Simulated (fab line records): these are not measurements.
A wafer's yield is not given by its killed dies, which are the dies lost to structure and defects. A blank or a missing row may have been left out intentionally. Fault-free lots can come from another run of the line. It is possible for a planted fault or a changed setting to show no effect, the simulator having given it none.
Matching of chambers :: flow sky130 :: 4 sister chambers for SKY_METAL3_ETCH_17 on rie diel-02
The step etches SiO2 in C4F8/O2/Ar, stops on TiN, time 3.9 s, target depth 15 nm. 18 wafers are shown with their chamber, then 9 later ones without.

== WAFERS WITH THEIR CHAMBER ==
wafer: L079.1
chamber: 3
oes product au (a.u.): 0.733

wafer: L079.3
chamber: 0
oes product au (a.u.): 0.751

wafer: L079.6
chamber: 0
oes product au (a.u.): 0.748

wafer: L080.3
chamber: 0
oes product au (a.u.): 0.762

wafer: L080.4
chamber: 0
oes product au (a.u.): 0.754

wafer: L080.6
chamber: 1
oes product au (a.u.): 0.759

wafer: L082.1
chamber: 3
oes product au (a.u.): 0.770

wafer: L082.4
chamber: 1
oes product au (a.u.): 0.748

wafer: L082.5
chamber: 1
oes product au (a.u.): 0.778

wafer: L085.2
chamber: 2
oes product au (a.u.): 0.753

wafer: L085.4
chamber: 1
oes product au (a.u.): 0.753

wafer: L085.6
chamber: 3
oes product au (a.u.): 0.743

wafer: L089.1
chamber: 0
oes product au (a.u.): 0.761

wafer: L089.3
chamber: 3
oes product au (a.u.): 0.760

wafer: L089.4
chamber: 1
oes product au (a.u.): 0.763

wafer: L093.1
chamber: 2
oes product au (a.u.): 0.737

wafer: L093.3
chamber: 3
oes product au (a.u.): 0.759

wafer: L093.5
chamber: 0
oes product au (a.u.): 0.769

SIGNATURES, as means of the wafers listed above
reading: oes product au
chamber 0: 0.75750
chamber 1: 0.76020
chamber 2: 0.74500
chamber 3: 0.75300
scatter within a chamber: 0.0115
Rule: a wafer's distance from a chamber is the root of the sum, over the readings, of the square of ((its reading less the chamber's mean) divided by the reading's scatter). The wafer belongs to the nearest chamber; if the next one is less than 2 further off, it can't be placed. The scatter: the root of (the sum of the squares of (reading less its chamber's mean) over the shown wafers, divided by (wafers less chambers)).

== WAFERS WITHOUT THEIR CHAMBER ==
wafer: L094.2
oes product au (a.u.): 0.744

wafer: L094.4
oes product au (a.u.): 0.754

wafer: L094.6
oes product au (a.u.): 0.763

wafer: L091.1
oes product au (a.u.): 0.760

wafer: L091.2
oes product au (a.u.): 0.748

wafer: L091.3
oes product au (a.u.): 0.767

wafer: L092.2
oes product au (a.u.): 0.751

wafer: L092.3
oes product au (a.u.): 0.740

wafer: L092.5
oes product au (a.u.): 0.754

== CHAMBER TAKEN BY EACH ==
wafer: L094.2
from the rows above: can't be placed: 2 or 3 or 0 or 1
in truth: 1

wafer: L094.4
from the rows above: can't be placed: 3 or 0 or 1 or 2
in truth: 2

wafer: L094.6
from the rows above: can't be placed: 1 or 0 or 3 or 2
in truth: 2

wafer: L091.1
from the rows above: can't be placed: 1 or 0 or 3 or 2
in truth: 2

wafer: L091.2
from the rows above: can't be placed: 2 or 3 or 0 or 1
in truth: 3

wafer: L091.3
from the rows above: can't be placed: 1 or 0 or 3 or 2
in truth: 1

wafer: L092.2
from the rows above: can't be placed: 3 or 2 or 0 or 1
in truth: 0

wafer: L092.3
from the rows above: can't be placed: 2 or 3 or 0 or 1
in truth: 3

wafer: L092.5
from the rows above: can't be placed: 3 or 0 or 1 or 2
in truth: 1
0 of 9 placed correctly. Unplaceable from these rows: 9, with the true chamber sitting among the candidates in 9. Number placed wrongly: 0.
